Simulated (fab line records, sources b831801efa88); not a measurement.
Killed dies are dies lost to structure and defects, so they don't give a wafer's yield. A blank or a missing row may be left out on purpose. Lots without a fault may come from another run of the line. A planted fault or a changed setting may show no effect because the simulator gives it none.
fab line records | flow sky130
record lots=24 wafers=72 last_day=50
route steps=708 shown METAL2@503 VIA3@575 METAL4@601 VIA4@651
lots that met no fault: from a run of the same line without faults
start_h: hours from the record's first day to the start of the lot's first wafer shown | wait_h: hours since the lot's step before | " the same as in the row above | L1.1+2: a row that stands for several wafers | - no value, or no start given | * or withheld: withheld | < > ~ a bound
route shown NAME@n: a module of which the file shows steps, and the number in the route of the first | usual: mean/standard deviation of fault-free wafers | same: alike in all rows | chamber/n: place in a boat | sites: the reading at each site | _std_site: their standard deviation | _edge_site: outer sites' mean less inner sites' | radius_mm: how far each site lies from the wafer's centre | mask NAME#n: copy n | behind: the tool/chamber that last shaped the wafer | hold: why the lot was held/for how many hours/how that ended | device: the transistor (n, p or np) that didn't switch | end of line: the same wafers' tests at the end of the route | a step without rows: its recipe alone | killed: dies lost to structure and defects at the first sort, not the wafer's yield | map: a wafer's dies, x killed, . not, _ none there
set.NAME: the setting as run; set.NAME@STEP: as run at that earlier step | model.NAME: the simulator's own value behind a step, which no gauge read
steps of the route over a sample of lots; a table a step, a row a wafer
services: from which hour (start_h, from the record's first day; less than 0 if before it) a tool's chamber was out of use, for how many hours, and why
## steps
# step SKY_METAL2_STRIP_20
# recipe chemistry=O2/N2 power_w=1400 pressure_mtorr=1500 platen_temp_c=withheld o2_flow_sccm=3000 n2_flow_sccm=300 overash_fraction=0.5
# usual drypump_motor_current_A=5.5/0.43 oes_product_au=0.343/0.0048 strip_time_to_endpoint_s=2.71/0.059
# columns lot.wafer tool chamber start_h wait_h drypump_motor_current_A oes_product_au rf_hours_counter_h strip_time_to_endpoint_s
L074.2 plasma_asher-04 0 822.28 0.1 6.2 0.337 8 2.77
L074.4 " 1 " " 5.5 0.351 - 2.75
L074.5 " 0 " " 6.2 0.353 - 2.80
L075.1 plasma_asher-04 1 826.23 0.1 5.5 0.339 8 2.66
L075.2 " 0 " " 6.2 0.343 8 2.71
L075.3 " 0 " " 6.2 0.336 - 2.63
L076.1 plasma_asher-02 0 835.93 0.1 5.1 0.348 103 2.61
L076.2 " 1 " " 5.2 0.344 103 2.72
L076.6 " 1 " " 5.2 0.343 - 2.66
L077.2 plasma_asher-01 0 846.48 0.1 5.4 0.342 72 2.76
L077.4 " 1 " " 6.2 0.349 - 2.63
L077.6 " 1 " " 6.2 0.343 - 2.77
L078.2 plasma_asher-01 1 854.78 0.1 6.2 0.349 73 2.80
L078.5 " 1 " " 6.2 0.351 - 2.80
L078.6 " 0 " " 5.4 0.349 - 2.68
L079.1 plasma_asher-04 1 858.93 0.1 5.5 0.343 12 2.80
L079.3 " 1 " " 5.5 0.347 - 2.79
L079.6 " 1 " " 5.6 0.348 - 2.80
L080.1 plasma_asher-01 1 875.88 0.1 6.2 0.347 75 2.77
L080.4 " 1 " " 6.2 0.349 - 2.76
L080.5 " 1 " " 6.2 0.336 - 2.70
L081.1 plasma_asher-02 0 881.03 0.1 5.1 0.349 108 2.80
L081.2 " 1 " " 5.2 0.336 108 2.73
L081.4 " 0 " " 5.1 0.344 - 2.72
L082.2 plasma_asher-02 0 885.08 0.1 5.1 0.340 108 2.73
L082.5 " 0 " " 5.1 0.345 - 2.76
L082.6 " 1 " " 5.2 0.342 - 2.75
L083.1 plasma_asher-02 1 888.33 0.1 5.2 0.341 109 2.66
L083.3 " 1 " " 5.2 0.340 - 2.67
L083.4 " 0 " " 5.1 0.348 - 2.70
L084.1 plasma_asher-01 1 905.63 0.1 6.2 0.341 78 2.80
L084.3 " 1 " " 6.2 0.345 - 2.80
L084.5 " 0 " " 5.4 0.341 - 2.81
L085.3 plasma_asher-01 1 919.46 0.1 6.2 0.349 - 2.74
L085.4 " 0 " " 5.4 0.336 - 2.66
L085.6 " 1 " " 6.2 0.344 - 2.73
L086.1 plasma_asher-02 1 923.92 0.1 5.2 0.341 112 2.63
L086.2 " 0 " " 5.2 0.336 112 2.59
L086.5 " 0 " " 5.1 0.345 - 2.64
L087.1 plasma_asher-01 0 925.58 0.1 5.4 0.345 80 2.63
L087.3 " 1 " " 6.2 0.350 - 2.71
L087.6 " 0 " " 5.4 0.340 - 2.71
L089.1 plasma_asher-01 0 952.73 0.1 5.4 0.341 83 2.71
L089.4 " 1 " " 6.2 0.341 - 2.67
L089.5 " 1 " " 6.2 0.339 - 2.68
L091.2 plasma_asher-02 1 953.43 0.1 5.2 0.343 115 2.64
L091.3 " 1 " " 5.2 0.333 - 2.64
L091.6 " 0 " " 5.1 0.346 - 2.66
L090.3 plasma_asher-02 1 954.62 0.1 5.2 0.347 - 2.72
L090.5 " 0 " " 5.2 0.346 - 2.74
L090.6 " 1 " " 5.2 0.341 - 2.76
L088.1 plasma_asher-02 0 956.52 0.1 5.2 0.342 115 2.74
L088.4 " 1 " " 5.2 0.346 - 2.71
L088.5 " 0 " " 5.2 0.346 - 2.78
L092.1 plasma_asher-02 0 961.98 0.1 5.2 0.349 116 2.82
L092.3 " 1 " " 5.2 0.344 - 2.81
L092.4 " 0 " " 5.2 0.345 - 2.75
L093.1 plasma_asher-01 1 962.98 0.1 6.2 0.335 84 2.67
L093.4 " 1 " " 6.2 0.344 - 2.73
L093.5 " 1 " " 6.2 0.334 - 2.63
L094.3 plasma_asher-04 1 968.57 0.1 5.5 0.345 - 2.74
L094.5 " 1 " " 5.5 0.342 - 2.77
L094.6 " 0 " " 6.2 0.345 - 2.75
L095.3 plasma_asher-01 1 972.72 0.1 6.2 0.347 - 2.77
L095.4 " 0 " " 5.4 0.334 - 2.73
L095.6 " 1 " " 6.2 0.348 - 2.66
L096.1 plasma_asher-02 1 988.03 0.1 5.2 0.339 119 2.74
L096.2 " 0 " " 5.1 0.349 119 2.84
L096.3 " 1 " " 5.2 0.340 - 2.73
L097.2 plasma_asher-02 0 989.78 0.1 5.1 0.339 119 2.62
L097.4 " 1 " " 5.2 0.338 - 2.61
L097.5 " 0 " " 5.2 0.342 - 2.67
# step SKY_VIA3_CMP_02
# recipe material=SiO2 down_force_psi=4 platen_rpm=60 pad_velocity_m_s=0.94248
# usual motor_current_A=11.0/1.1 slurry_filter_dp_kPa=13.49/0.13
# columns lot.wafer tool chamber start_h wait_h motor_current_A slurry_filter_dp_kPa
L074.2 cmp-02 2 906.52 0.3 11.5 13.59
L074.4 " 1 " " 12.6 13.48
L074.5 " 2 " " 12.1 13.46
L075.1 cmp-01 2 908.87 0.1 10.8 13.49
L075.2 " 3 " " 9.9 13.40
L075.3 " 1 " " 12.4 13.44
L076.2 cmp-02 0 918.43 0.0 10.7 13.28
L076.1 " 1 " " 12.1 13.47
L076.6 " 0 " " 11.0 13.49
L077.4 cmp-01 0 928.55 0.0 10.6 13.67
L077.2 " 1 " " 13.1 13.74
L077.6 " 0 " " 10.8 13.58
L078.2 cmp-01 1 936.89 0.2 12.8 13.62
L078.6 " 2 " " 10.6 13.38
L078.5 " 3 " " 9.6 13.61
L079.1 cmp-01 3 940.43 0.1 9.6 13.64
L079.3 " 2 " " 10.4 13.34
L079.6 " 3 " " 9.2 13.52
L080.1 cmp-01 0 956.13 0.1 10.5 13.51
L080.4 " 1 " " 11.4 13.34
L080.5 " 1 " " 12.8 13.53
L081.4 cmp-01 0 960.58 0.1 10.4 13.46
L081.1 " 1 " " 12.8 13.55
L081.2 " 2 " " 10.5 13.48
L082.2 cmp-01 0 966.65 0.7 9.8 13.49
L082.6 " 1 " " 12.5 13.50
L082.5 " 2 " " 10.2 13.65
L083.4 cmp-01 1 967.40 0.2 13.2 13.58
L083.3 " 2 " " 10.8 13.67
L083.1 " 0 " " 9.9 13.37
L084.1 cmp-01 2 985.09 0.2 10.6 13.40
L084.3 " 3 " " 9.8 13.37
L084.5 " 1 " " 12.7 13.56
L085.4 cmp-01 2 996.58 0.0 11.2 13.26
L085.3 " 1 " " 12.7 13.51
L085.6 " 2 " " 11.0 13.47
L086.2 cmp-02 1 1000.09 0.1 12.7 13.49
L086.1 " 2 " " 11.8 13.45
L086.5 " 1 " " 12.3 13.22
L087.3 cmp-02 0 1001.61 0.1 10.5 13.34
L087.1 " 2 " " 12.2 13.19
L087.6 " 0 " " 11.1 13.22
L089.4 cmp-02 0 1026.46 0.0 10.6 13.49
L089.1 " 3 " " 10.3 13.46
L089.5 " 1 " " 13.2 13.37
L091.3 cmp-02 3 1029.19 0.1 10.2 13.45
L091.2 " 0 " " 11.1 13.66
L091.6 " 1 " " 12.8 13.55
L090.3 cmp-01 1 1031.13 0.0 13.1 13.38
L090.5 " 1 " " 13.1 13.73
L090.6 " 2 " " 10.9 13.39
L088.4 cmp-02 1 1031.78 0.1 12.9 13.51
L088.1 " 2 " " 12.2 13.43
L088.5 " 0 " " 11.0 13.68
L092.4 cmp-02 0 1037.69 0.1 10.4 13.47
L092.3 " 1 " " 12.0 13.26
L092.1 " 2 " " 12.5 13.60
L093.4 cmp-01 3 1037.84 0.1 9.4 13.53
L093.1 " 0 " " 10.2 13.59
L093.5 " 2 " " 11.3 13.67
L094.3 cmp-01 3 1043.32 0.0 9.2 13.51
L094.5 " 3 " " 9.7 13.41
L094.6 " 0 " " 10.2 13.29
L095.4 cmp-02 0 1046.31 0.1 11.0 13.69
L095.3 " 1 " " 12.4 13.32
L095.6 " 0 " " 10.8 13.83
L096.3 cmp-02 0 1061.03 0.0 10.4 13.49
L096.1 " 1 " " 12.5 13.47
L096.2 " 2 " " 11.8 13.53
L097.2 cmp-01 0 1062.97 0.1 10.0 13.55
L097.4 " 1 " " 12.5 13.31
L097.5 " 0 " " 10.6 13.54
# step SKY_VIA3_SPUTTER_20
# recipe material=TiN target_thk_nm=20 chamber_pressure_pa=5 power_w=4000 time_s=80
# usual throttle_valve_pct=30.6/1.1
# columns lot.wafer tool chamber start_h wait_h throttle_valve_pct
L074.2 pvd_sputter-03 - 932.87 0.0 32.0
L074.4 " - " " 32.2
L074.5 " - " " 30.1
L075.1 pvd_sputter-01 - 934.89 0.0 30.2
L075.2 " - " " 31.5
L075.3 " - " " 31.9
L076.1 pvd_sputter-02 - 944.14 0.0 29.4
L076.2 " - " " 31.2
L076.6 " - " " 29.8
L077.2 pvd_sputter-01 - 954.45 0.0 30.2
L077.4 " - " " 31.5
L077.6 " - " " 32.0
L078.2 pvd_sputter-02 - 962.40 0.0 30.3
L078.5 " - " " 29.0
L078.6 " - " " 31.3
L079.1 pvd_sputter-01 - 965.99 0.0 29.1
L079.3 " - " " 31.5
L079.6 " - " " 30.1
L080.1 pvd_sputter-01 - 981.89 0.0 31.4
L080.4 " - " " 32.0
L080.5 " - " " 31.5
L081.1 pvd_sputter-01 - 991.27 0.0 29.4
L081.2 " - " " 31.8
L081.4 " - " " 30.2
L082.2 pvd_sputter-02 - 991.29 0.0 30.1
L082.5 " - " " 29.4
L082.6 " - " " 29.6
L083.1 pvd_sputter-02 - 993.37 0.0 29.6
L083.3 " - " " 30.3
L083.4 " - " " 28.9
L084.1 pvd_sputter-03 - 1008.58 0.0 30.5
L084.3 " - " " 32.1
L084.5 " - " " 32.1
L085.3 pvd_sputter-02 - 1020.69 0.0 29.7
L085.4 " - " " 30.9
L085.6 " - " " 29.9
L086.1 pvd_sputter-01 - 1024.59 0.0 31.9
L086.2 " - " " 30.4
L086.5 " - " " 31.1
L087.1 pvd_sputter-02 - 1025.89 0.0 29.9
L087.3 " - " " 29.1
L087.6 " - " " 30.9
L089.1 pvd_sputter-01 - 1050.41 0.0 31.9
L089.4 " - " " 30.4
L089.5 " - " " 28.9
L091.2 pvd_sputter-01 - 1052.58 0.0 31.7
L091.3 " - " " 31.8
L091.6 " - " " 32.0
L088.1 pvd_sputter-03 - 1055.16 0.0 31.9
L088.4 " - " " 29.8
L088.5 " - " " 31.9
L090.3 pvd_sputter-01 - 1055.20 0.0 31.4
L090.5 " - " " 31.9
L090.6 " - " " 31.4
L092.1 pvd_sputter-01 - 1061.28 0.0 31.9
L092.3 " - " " 29.1
L092.4 " - " " 29.9
L093.1 pvd_sputter-03 - 1061.54 0.0 29.6
L093.4 " - " " 30.3
L093.5 " - " " 31.7
L094.3 pvd_sputter-01 - 1066.29 0.0 31.5
L094.5 " - " " 31.4
L094.6 " - " " 32.2
L095.3 pvd_sputter-02 - 1069.13 0.0 29.8
L095.4 " - " " 29.4
L095.6 " - " " 31.1
L096.1 pvd_sputter-01 - 1083.08 0.0 31.4
L096.2 " - " " 32.1
L096.3 " - " " 29.2
L097.2 pvd_sputter-01 - 1085.23 0.0 28.9
L097.4 " - " " 31.9
L097.5 " - " " 31.8
# step SKY_METAL4_SPUTTER_03
# recipe material=Ti target_thk_nm=5 power_w=3000 time_s=3.3 chamber_pressure_pa=0.4
# usual throttle_valve_pct=30.8/1.1
# columns lot.wafer tool chamber start_h wait_h throttle_valve_pct
L074.2 pvd_sputter-04 - 933.62 0.0 32.4
L074.4 " - " " 31.8
L074.5 " - " " 29.5
L075.1 pvd_sputter-02 - 935.64 0.0 30.4
L075.2 " - " " 30.0
L075.3 " - " " 29.2
L076.1 pvd_sputter-02 - 944.89 0.0 29.1
L076.2 " - " " 30.4
L076.6 " - " " 30.4
L077.2 pvd_sputter-04 - 955.20 0.0 29.6
L077.4 " - " " 31.8
L077.6 " - " " 29.5
L078.2 pvd_sputter-04 - 963.89 0.0 31.7
L078.5 " - " " 29.4
L078.6 " - " " 31.8
L079.1 pvd_sputter-03 - 967.19 0.0 32.0
L079.3 " - " " 31.8
L079.6 " - " " 31.8
L080.1 pvd_sputter-04 - 982.64 0.0 31.8
L080.4 " - " " 29.4
L080.5 " - " " 29.7
L081.1 pvd_sputter-04 - 992.02 0.0 29.3
L081.2 " - " " 30.8
L081.4 " - " " 32.6
L082.2 pvd_sputter-02 - 992.04 0.0 31.1
L082.5 " - " " 29.6
L082.6 " - " " 30.6
L083.1 pvd_sputter-04 - 994.12 0.0 31.1
L083.3 " - " " 29.5
L083.4 " - " " 32.2
L084.1 pvd_sputter-03 - 1009.33 0.0 32.2
L084.3 " - " " 32.2
L084.5 " - " " 30.7
L085.3 pvd_sputter-02 - 1021.57 0.0 29.1
L085.4 " - " " 30.4
L085.6 " - " " 30.2
L086.1 pvd_sputter-02 - 1025.34 0.0 29.9
L086.2 " - " " 30.6
L086.5 " - " " 31.2
L087.1 pvd_sputter-04 - 1026.64 0.0 32.0
L087.3 " - " " 32.2
L087.6 " - " " 31.0
L089.1 pvd_sputter-04 - 1051.16 0.0 31.9
L089.4 " - " " 30.9
L089.5 " - " " 32.7
L091.2 pvd_sputter-04 - 1053.33 0.0 32.4
L091.3 " - " " 31.7
L091.6 " - " " 30.6
L088.1 pvd_sputter-04 - 1055.91 0.0 29.6
L088.4 " - " " 30.6
L088.5 " - " " 32.5
L090.3 pvd_sputter-02 - 1055.95 0.0 29.3
L090.5 " - " " 29.2
L090.6 " - " " 29.7
L092.1 pvd_sputter-04 - 1062.03 0.0 32.5
L092.3 " - " " 30.7
L092.4 " - " " 31.8
L093.1 pvd_sputter-04 - 1062.49 0.0 31.7
L093.4 " - " " 31.0
L093.5 " - " " 32.5
L094.3 pvd_sputter-02 - 1067.04 0.0 29.3
L094.5 " - " " 29.9
L094.6 " - " " 29.2
L095.3 pvd_sputter-03 - 1069.88 0.0 32.0
L095.4 " - " " 31.9
L095.6 " - " " 29.7
L096.1 pvd_sputter-03 - 1083.83 0.0 30.2
L096.2 " - " " 32.1
L096.3 " - " " 30.0
L097.2 pvd_sputter-03 - 1086.77 0.0 30.4
L097.4 " - " " 32.1
L097.5 " - " " 30.5
# step SKY_VIA4_ETCH_12
# recipe target=SiO2 chemistry=C4F8/O2/Ar stop_on=TiN mask_material=NOVOLAK source_w=1500 bias_w=1200 pressure_mtorr=40 c4f8_flow_sccm=withheld O2_flow_sccm=6 Ar_flow_sccm=300 time_s=withheld target_depth_a=5800
# usual bias_w=1200/3.9 oes_product_au=0.926/0.0048
# columns lot.wafer tool chamber start_h wait_h bias_w oes_product_au
L074.2 rie_diel-03 1 1007.21 0.0 1198 0.926
L074.4 " 0 " " 1200 0.915
L074.5 " 3 " " 1205 0.932
L075.1 rie_diel-01 0 1008.28 0.0 1200 0.928
L075.2 " 3 " " 1197 0.932
L075.3 " 1 " " 1207 0.926
L076.1 rie_diel-01 3 1017.51 0.0 1199 0.925
L076.2 " 1 " " 1203 0.928
L076.6 " 1 " " 1199 0.929
L077.2 rie_diel-03 2 1028.46 0.0 1191 0.930
L077.4 " 0 " " 1200 0.933
L077.6 " 3 " " 1202 0.918
L078.2 rie_diel-01 0 1036.76 0.0 1196 0.925
L078.5 " 3 " " 1203 0.920
L078.6 " 2 " " 1198 0.924
L079.1 rie_diel-03 3 1040.28 0.0 1199 0.925
L079.3 " 1 " " 1191 0.928
L079.6 " 3 " " 1196 0.925
L080.1 rie_diel-01 2 1053.26 0.0 1192 0.927
L080.4 " 3 " " 1196 0.925
L080.5 " 2 " " 1196 0.926
L081.1 rie_diel-03 2 1062.48 0.0 1199 0.933
L081.2 " 0 " " 1203 0.925
L081.4 " 1 " " 1197 0.920
L082.2 rie_diel-04 0 1062.51 0.0 1199 0.926
L082.5 " 1 " " 1202 0.919
L082.6 " 0 " " 1202 0.922
L083.1 rie_diel-03 2 1064.26 0.0 1197 0.928
L083.3 " 1 " " 1200 0.925
L083.4 " 2 " " 1197 0.916
L084.1 rie_diel-01 3 1078.71 0.0 1200 0.922
L084.3 " 3 " " 1205 0.925
L084.5 " 3 " " 1199 0.934
L085.3 rie_diel-03 0 1089.38 0.0 1203 0.923
L085.4 " 2 " " 1199 0.936
L085.6 " 0 " " 1198 0.928
L086.1 rie_diel-01 3 1091.56 0.0 1207 0.927
L086.2 " 0 " " 1195 0.935
L086.5 " 0 " " 1204 0.925
L087.1 rie_diel-04 2 1092.76 0.0 1201 0.930
L087.3 " 3 " " 1209 0.923
L087.6 " 3 " " 1202 0.925
L089.1 rie_diel-04 3 1115.01 0.0 1199 0.922
L089.4 " 0 " " 1197 0.918
L089.5 " 3 " " 1199 0.917
L091.2 rie_diel-04 2 1118.26 0.0 1194 0.928
L091.3 " 1 " " 1203 0.925
L091.6 " 3 " " 1196 0.925
L088.1 rie_diel-03 3 1118.88 0.0 1201 0.914
L088.4 " 0 " " 1194 0.931
L088.5 " 0 " " 1196 0.921
L090.3 rie_diel-04 1 1119.18 0.0 1200 0.924
L090.5 " 2 " " 1200 0.922
L090.6 " 3 " " 1203 0.928
L092.1 rie_diel-01 2 1126.18 0.0 1198 0.924
L092.3 " 3 " " 1194 0.931
L092.4 " 1 " " 1196 0.921
L093.1 rie_diel-03 2 1126.48 0.0 1197 0.920
L093.4 " 1 " " 1200 0.926
L093.5 " 0 " " 1211 0.920
L094.3 rie_diel-04 3 1130.66 0.0 1198 0.917
L094.5 " 2 " " 1201 0.929
L094.6 " 3 " " 1197 0.926
L095.3 rie_diel-01 3 1133.56 0.0 1201 0.928
L095.4 " 2 " " 1200 0.918
L095.6 " 3 " " 1200 0.921
L096.1 rie_diel-03 3 1144.01 0.0 1209 0.935
L096.2 " 2 " " 1203 0.921
L096.3 " 0 " " 1198 0.932
L097.2 rie_diel-03 2 1148.71 0.0 1196 0.924
L097.4 " 1 " " 1200 0.932
L097.5 " 2 " " 1199 0.925
# step SKY_VIA4_CVD_18
# recipe material=W target_thk_nm=505 time_s=152.14 temp_c=400 pressure_torr=40
# usual heater_power_w=828/150 susceptor_temp_C=400.00/0.21
# columns lot.wafer tool chamber start_h wait_h heater_power_w susceptor_temp_C
L074.2 cvd_w-01 1 1007.94 0.0 716 399.94
L074.4 " 1 " " 729 399.88
L074.5 " 0 " " 868 399.96
L075.1 cvd_w-02 1 1009.00 0.0 1073 400.06
L075.2 " 0 " " 691 399.65
L075.3 " 0 " " 685 399.56
L076.1 cvd_w-01 1 1018.24 0.0 737 399.95
L076.2 " 1 " " 721 400.03
L076.6 " 1 " " 722 399.94
L077.2 cvd_w-01 1 1029.23 0.0 728 400.23
L077.4 " 1 " " 724 399.97
L077.6 " 1 " " 723 400.17
L078.2 cvd_w-02 0 1038.11 0.0 690 399.88
L078.5 " 1 " " 1035 400.13
L078.6 " 0 " " 665 400.16
L079.1 cvd_w-01 1 1041.30 0.0 737 400.03
L079.3 " 1 " " 727 399.53
L079.6 " 1 " " 729 399.97
L080.1 cvd_w-01 0 1054.01 0.0 857 400.31
L080.4 " 0 " " 844 399.51
L080.5 " 0 " " 827 400.23
L081.1 cvd_w-01 0 1063.25 0.0 841 399.84
L081.2 " 1 " " 731 400.18
L081.4 " 0 " " 841 399.78
L082.2 cvd_w-02 0 1063.27 0.0 690 399.80
L082.5 " 0 " " 687 399.98
L082.6 " 1 " " 1046 400.21
L083.1 cvd_w-02 1 1065.03 0.0 1052 399.83
L083.3 " 0 " " 692 400.15
L083.4 " 1 " " 1057 399.70
L084.1 cvd_w-01 1 1079.51 0.0 735 400.60
L084.3 " 0 " " 833 399.90
L084.5 " 0 " " 839 400.09
L085.3 cvd_w-02 1 1090.15 0.1 1072 399.93
L085.4 " 0 " " 697 400.09
L085.6 " 0 " " 684 400.03
L086.1 cvd_w-01 1 1092.36 0.0 739 399.91
L086.2 " 0 " " 856 400.01
L086.5 " 0 " " 848 400.05
L087.1 cvd_w-01 0 1093.49 0.0 840 400.01
L087.3 " 0 " " 872 400.47
L087.6 " 1 " " 733 399.92
L089.1 cvd_w-02 0 1115.74 0.0 687 400.17
L089.4 " 1 " " 1048 400.17
L089.5 " 0 " " 687 399.94
L091.2 cvd_w-02 1 1118.99 0.0 1048 400.04
L091.3 " 0 " " 694 400.07
L091.6 " 0 " " 686 399.83
L088.1 cvd_w-02 1 1119.60 0.0 1041 400.24
L088.4 " 0 " " 678 399.89
L088.5 " 0 " " 692 400.04
L090.3 cvd_w-01 0 1119.96 0.1 844 400.05
L090.5 " 0 " " 841 399.74
L090.6 " 1 " " 739 400.21
L092.1 cvd_w-02 0 1126.93 0.0 688 399.92
L092.3 " 1 " " 1070 400.08
L092.4 " 0 " " 689 399.63
L093.1 cvd_w-02 1 1127.20 0.0 1067 399.63
L093.4 " 0 " " 679 399.82
L093.5 " 1 " " 1056 399.93
L094.3 cvd_w-01 1 1131.44 0.1 730 400.07
L094.5 " 1 " " 719 400.17
L094.6 " 0 " " 840 399.76
L095.3 cvd_w-01 1 1134.34 0.1 726 400.10
L095.4 " 0 " " 843 400.19
L095.6 " 1 " " 755 399.89
L096.1 cvd_w-02 1 1144.74 0.0 1076 399.37
L096.2 " 0 " " 693 399.99
L096.3 " 0 " " 665 400.04
L097.2 cvd_w-02 0 1149.44 0.0 682 400.17
L097.4 " 1 " " 1101 400.24
L097.5 " 1 " " 1051 400.16
## services
# columns tool chamber start_h hours kind
cmp-02 - 812.85 1.7 repair
cmp-02 - 814.53 3.2 pm
cmp-02 - 819.42 8.4 pm
cvd_w-02 0 831.77 3.4 repair
cmp-01 - 832.54 1.8 repair
cmp-01 - 837.20 4.2 pm
rie_diel-03 2 871.72 34.7 repair
cvd_w-02 1 882.37 15.5 repair
cvd_w-01 0 882.47 12.4 repair
pvd_sputter-04 - 888.33 7.5 repair
cvd_w-02 0 889.49 6.0 repair
pvd_sputter-02 - 893.60 1.5 repair
cmp-01 - 895.81 3.2 repair
cvd_w-01 - 904.00 14.0 pm
cvd_w-01 - 904.35 1.4 repair
cmp-01 - 906.08 2.2 repair
plasma_asher-02 - 908.55 1.2 repair
cmp-01 - 912.00 4.0 pm
cvd_w-01 0 1015.93 6.7 repair
cvd_w-01 - 1043.10 0.6 repair
cmp-01 - 1043.74 5.4 repair
plasma_asher-02 - 1055.25 9.0 pm
cmp-01 - 1087.11 0.5 repair
cmp-01 - 1091.50 0.3 repair
## key
fault none
